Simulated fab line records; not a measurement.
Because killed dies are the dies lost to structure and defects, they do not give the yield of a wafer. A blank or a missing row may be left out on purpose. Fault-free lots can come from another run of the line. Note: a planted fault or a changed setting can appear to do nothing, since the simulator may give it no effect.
The tool behind it: which one? :: flow sky130 :: 10 lots, 30 wafers sampled, at 5 steps of a route of 708

== WHAT THE GAUGES SHOWED, per wafer ==
SKY_CAPM_THK_MEAS_01. Usual: CAPM_CVD_00_THK 15.59 nm, standard deviation 0.27.
lot: L875
measured: day 37 16:50
on: film-metro-04
CAPM_CVD_00_THK (nm): 15.70 15.71 15.62
flag: 

lot: L876
measured: day 37 21:25
on: film-metro-03
CAPM_CVD_00_THK (nm): 15.43 15.67 15.67
flag: 

lot: L878
measured: day 38 23:26
on: film-metro-01
CAPM_CVD_00_THK (nm): 15.53 15.42 15.82
flag: 

lot: L882
measured: day 40 03:40
on: film-metro-04
CAPM_CVD_00_THK (nm): 15.31 15.34 15.54
flag: 

lot: L883
measured: day 40 06:04
on: film-metro-01
CAPM_CVD_00_THK (nm): 15.33 15.35 15.57
flag: 

lot: L884
measured: day 40 08:16
on: film-metro-01
CAPM_CVD_00_THK (nm): 15.32 15.68 15.79
flag: 

lot: L886
measured: day 41 01:08
on: film-metro-04
CAPM_CVD_00_THK (nm): 15.32 15.52 15.29
flag: 

lot: L891
measured: day 42 00:18
on: film-metro-04
CAPM_CVD_00_THK (nm): 13.74 13.86 13.87
flag: OFF

lot: L893
measured: day 42 14:16
on: film-metro-01
CAPM_CVD_00_THK (nm): 15.95 15.80 16.33
flag: 

lot: L894
measured: day 42 17:33
on: film-metro-01
CAPM_CVD_00_THK (nm): 13.89 14.00 14.31
flag: OFF

== EACH LOT AND THE TOOL THAT RAN IT (in order: tool; ch and the chambers of the sampled wafers; start) ==
lot: L875
SKY_METAL2_ETCH_18: rie-metal-03 ch 0, day 36 11:01
SKY_METAL2_STRIP_20: plasma-asher-02 ch 0,1, day 36 11:19
SKY_METAL3_SPUTTER_00: pvd-sputter-01, day 37 16:40
SKY_CAPM_CVD_00: pecvd-03 ch 0,1,2, day 37 16:49

lot: L876
SKY_METAL2_ETCH_18: rie-metal-04 ch 0,1, day 36 15:53
SKY_METAL2_STRIP_20: plasma-asher-02 ch 0,1, day 36 16:02
SKY_METAL3_SPUTTER_00: pvd-sputter-04, day 37 21:13
SKY_CAPM_CVD_00: pecvd-02 ch 0,1, day 37 21:23

lot: L878
SKY_METAL2_ETCH_18: rie-metal-04 ch 0,1, day 37 18:00
SKY_METAL2_STRIP_20: plasma-asher-03 ch 0,1, day 37 18:10
SKY_METAL3_SPUTTER_00: pvd-sputter-01, day 38 23:16
SKY_CAPM_CVD_00: pecvd-04 ch 0,1,2, day 38 23:25

lot: L882
SKY_METAL2_ETCH_18: rie-metal-03 ch 0,1, day 38 23:14
SKY_METAL2_STRIP_20: plasma-asher-04 ch 0,1, day 38 23:23
SKY_METAL3_SPUTTER_00: pvd-sputter-04, day 40 03:29
SKY_CAPM_CVD_00: pecvd-02 ch 0,1, day 40 03:38

lot: L883
SKY_METAL2_ETCH_18: rie-metal-04 ch 0,1, day 39 00:50
SKY_METAL2_STRIP_20: plasma-asher-02 ch 0,1, day 39 00:59
SKY_METAL3_SPUTTER_00: pvd-sputter-04, day 40 05:52
SKY_CAPM_CVD_00: pecvd-02 ch 0,1, day 40 06:02

lot: L884
SKY_METAL2_ETCH_18: rie-metal-02 ch 0,1, day 39 03:38
SKY_METAL2_STRIP_20: plasma-asher-02 ch 0,1, day 39 03:47
SKY_METAL3_SPUTTER_00: pvd-sputter-01, day 40 08:05
SKY_CAPM_CVD_00: pecvd-03 ch 0,1,2, day 40 08:15

lot: L886
SKY_METAL2_ETCH_18: rie-metal-04 ch 0,1, day 39 21:15
SKY_METAL2_STRIP_20: plasma-asher-02 ch 0,1, day 39 21:25
SKY_METAL3_SPUTTER_00: pvd-sputter-01, day 41 00:55
SKY_CAPM_CVD_00: pecvd-02 ch 0,2, day 41 01:05

lot: L891
SKY_METAL2_ETCH_18: rie-metal-02 ch 1, day 40 20:35
SKY_METAL2_STRIP_20: plasma-asher-03 ch 1, day 40 20:44
SKY_METAL3_SPUTTER_00: pvd-sputter-01, day 42 00:07
SKY_CAPM_CVD_00: pecvd-02 ch 1,2, day 42 00:17

lot: L893
SKY_METAL2_ETCH_18: rie-metal-02 ch 0,1, day 41 10:14
SKY_METAL2_STRIP_20: plasma-asher-03 ch 0,1, day 41 10:23
SKY_METAL3_SPUTTER_00: pvd-sputter-02, day 42 14:05
SKY_CAPM_CVD_00: pecvd-03 ch 0,2, day 42 14:15

lot: L894
SKY_METAL2_ETCH_18: rie-metal-04 ch 1, day 41 14:32
SKY_METAL2_STRIP_20: plasma-asher-04 ch 0,1, day 41 14:41
SKY_METAL3_SPUTTER_00: pvd-sputter-01, day 42 17:22
SKY_CAPM_CVD_00: pecvd-02 ch 0,2, day 42 17:31
- SKY_METAL2_ETCH_18: etches BARC in N2/H2, stops on SiO2, time 45.9 s, target depth 60 nm.
- SKY_METAL2_STRIP_20: strips in O2/N2.
- SKY_METAL3_SPUTTER_00: material Ti, target thk 15 nm, time 10 s.
- SKY_CAPM_CVD_00: deposits SiO2, target thk 15.5 nm.

== AS READ BY THE TOOLS THEMSELVES (means over the sampled wafers that have a number; for cases with no such wafer, the mark the record gives instead) ==
SKY_METAL2_ETCH_18. Usual: drypump-motor-current-A 6.07 A, standard deviation 0.29; h2-flow-sccm 199.9 sccm, standard deviation 0.57; oes-product-au 0.855 a.u., standard deviation 0.0047; throttle-valve-pct 13.225 %, standard deviation 0.0094.
lot: L875
tool: rie-metal-03
drypump-motor-current-A (A): 6.16
h2-flow-sccm (sccm): 199.3
oes-product-au (a.u.): 0.853
throttle-valve-pct (%): 13.230
flag: 

lot: L876
tool: rie-metal-04
drypump-motor-current-A (A): 6.24
h2-flow-sccm (sccm): 200.0
oes-product-au (a.u.): 0.854
throttle-valve-pct (%): 13.220
flag: 

lot: L878
tool: rie-metal-04
drypump-motor-current-A (A): 6.24
h2-flow-sccm (sccm): 200.2
oes-product-au (a.u.): 0.852
throttle-valve-pct (%): 13.223
flag: 

lot: L882
tool: rie-metal-03
drypump-motor-current-A (A): 5.93
h2-flow-sccm (sccm): 199.9
oes-product-au (a.u.): 0.854
throttle-valve-pct (%): 13.226
flag: 

lot: L883
tool: rie-metal-04
drypump-motor-current-A (A): 6.23
h2-flow-sccm (sccm): 200.2
oes-product-au (a.u.): 0.858
throttle-valve-pct (%): 13.232
flag: 

lot: L884
tool: rie-metal-02
drypump-motor-current-A (A): 6.15
h2-flow-sccm (sccm): 200.2
oes-product-au (a.u.): 0.856
throttle-valve-pct (%): 13.224
flag: 

lot: L886
tool: rie-metal-04
drypump-motor-current-A (A): 6.24
h2-flow-sccm (sccm): 200.5
oes-product-au (a.u.): 0.857
throttle-valve-pct (%): 13.229
flag: 

lot: L891
tool: rie-metal-02
drypump-motor-current-A (A): 6.28
h2-flow-sccm (sccm): 200.2
oes-product-au (a.u.): 0.860
throttle-valve-pct (%): 13.231
flag: 

lot: L893
tool: rie-metal-02
drypump-motor-current-A (A): 6.14
h2-flow-sccm (sccm): 199.6
oes-product-au (a.u.): 0.853
throttle-valve-pct (%): 13.221
flag: 

lot: L894
tool: rie-metal-04
drypump-motor-current-A (A): 6.53
h2-flow-sccm (sccm): 199.4
oes-product-au (a.u.): 0.853
throttle-valve-pct (%): 13.223
flag: 

SKY_METAL2_STRIP_20. Usual: drypump-motor-current-A 5.73 A, standard deviation 0.24; oes-product-au 0.343 a.u., standard deviation 0.0048; strip-time-to-endpoint-s 2.71 s, standard deviation 0.049.
lot: L875
tool: plasma-asher-02
drypump-motor-current-A (A): 5.76
oes-product-au (a.u.): 0.347
strip-time-to-endpoint-s (s): 2.76
flag: 

lot: L876
tool: plasma-asher-02
drypump-motor-current-A (A): 5.77
oes-product-au (a.u.): 0.348
strip-time-to-endpoint-s (s): 2.76
flag: 

lot: L878
tool: plasma-asher-03
drypump-motor-current-A (A): 5.30
oes-product-au (a.u.): 0.344
strip-time-to-endpoint-s (s): 2.70
flag: 

lot: L882
tool: plasma-asher-04
drypump-motor-current-A (A): 5.87
oes-product-au (a.u.): 0.343
strip-time-to-endpoint-s (s): 2.70
flag: 

lot: L883
tool: plasma-asher-02
drypump-motor-current-A (A): 5.76
oes-product-au (a.u.): 0.344
strip-time-to-endpoint-s (s): 2.76
flag: 

lot: L884
tool: plasma-asher-02
drypump-motor-current-A (A): 5.87
oes-product-au (a.u.): 0.339
strip-time-to-endpoint-s (s): 2.69
flag: 

lot: L886
tool: plasma-asher-02
drypump-motor-current-A (A): 5.77
oes-product-au (a.u.): 0.344
strip-time-to-endpoint-s (s): 2.73
flag: 

lot: L891
tool: plasma-asher-03
drypump-motor-current-A (A): 5.28
oes-product-au (a.u.): 0.343
strip-time-to-endpoint-s (s): 2.66
flag: 

lot: L893
tool: plasma-asher-03
drypump-motor-current-A (A): 5.28
oes-product-au (a.u.): 0.346
strip-time-to-endpoint-s (s): 2.67
flag: 

lot: L894
tool: plasma-asher-04
drypump-motor-current-A (A): 5.90
oes-product-au (a.u.): 0.343
strip-time-to-endpoint-s (s): 2.70
flag: 

SKY_METAL3_SPUTTER_00. Usual: throttle-valve-pct at 29.9 %, with a standard deviation of 1.4.
lot: L875
tool: pvd-sputter-01
throttle-valve-pct (%): 28.8
flag: 

lot: L876
tool: pvd-sputter-04
throttle-valve-pct (%): 29.9
flag: 

lot: L878
tool: pvd-sputter-01
throttle-valve-pct (%): 28.5
flag: 

lot: L882
tool: pvd-sputter-04
throttle-valve-pct (%): 31.7
flag: 

lot: L883
tool: pvd-sputter-04
throttle-valve-pct (%): 31.5
flag: 

lot: L884
tool: pvd-sputter-01
throttle-valve-pct (%): 30.2
flag: 

lot: L886
tool: pvd-sputter-01
throttle-valve-pct (%): 29.4
flag: 

lot: L891
tool: pvd-sputter-01
throttle-valve-pct (%): 28.6
flag: 

lot: L893
tool: pvd-sputter-02
throttle-valve-pct (%): 29.8
flag: 

lot: L894
tool: pvd-sputter-01
throttle-valve-pct (%): 28.8
flag: 

SKY_CAPM_CVD_00. Usual: heater-power-w at 719 W, with a standard deviation of 50.
lot: L875
tool: pecvd-03
heater-power-w (W): 697
flag: 

lot: L876
tool: pecvd-02
heater-power-w (W): 767
flag: 

lot: L878
tool: pecvd-04
heater-power-w (W): 697
flag: 

lot: L882
tool: pecvd-02
heater-power-w (W): 709
flag: 

lot: L883
tool: pecvd-02
heater-power-w (W): 720
flag: 

lot: L884
tool: pecvd-03
heater-power-w (W): 684
flag: 

lot: L886
tool: pecvd-02
heater-power-w (W): 741
flag: 

lot: L891
tool: pecvd-02
heater-power-w (W): 717
flag: 

lot: L893
tool: pecvd-03
heater-power-w (W): 666
flag: 

lot: L894
tool: pecvd-02
heater-power-w (W): 739
flag: 

== THE ANSWER, worked out from the rows above alone ==
Rule: a lot counts as off when the mean over its wafers that have a number is more than 3 standard deviations away from the usual mean. Also off: a lot with no number at a reading for which 4 or more lots have one. Where the step has rows for the other lots, those lots are counted as sound. First the gauges in route order, then the tools' own readings, where a lot's mean is used as printed above. The first step at which some lot is off is used, and at that step the reading that is off furthest; a lot without a number counts as furthest.
Off: L891, L894, seen at SKY_CAPM_THK_MEAS_01 (CAPM_CVD_00_THK).
A tool fits if, at a process step before that reading, it ran every lot that is off, and no sound lot after the first of them. Those tools and the gauges at SKY_CAPM_THK_MEAS_01 are tried in the same way. 2 tools fit, pvd-sputter-01 at SKY_METAL3_SPUTTER_00 and pecvd-02 at SKY_CAPM_CVD_00, so this cannot tell which one it is.

== WHAT WAS PUT IN BY THE SIMULATOR ==
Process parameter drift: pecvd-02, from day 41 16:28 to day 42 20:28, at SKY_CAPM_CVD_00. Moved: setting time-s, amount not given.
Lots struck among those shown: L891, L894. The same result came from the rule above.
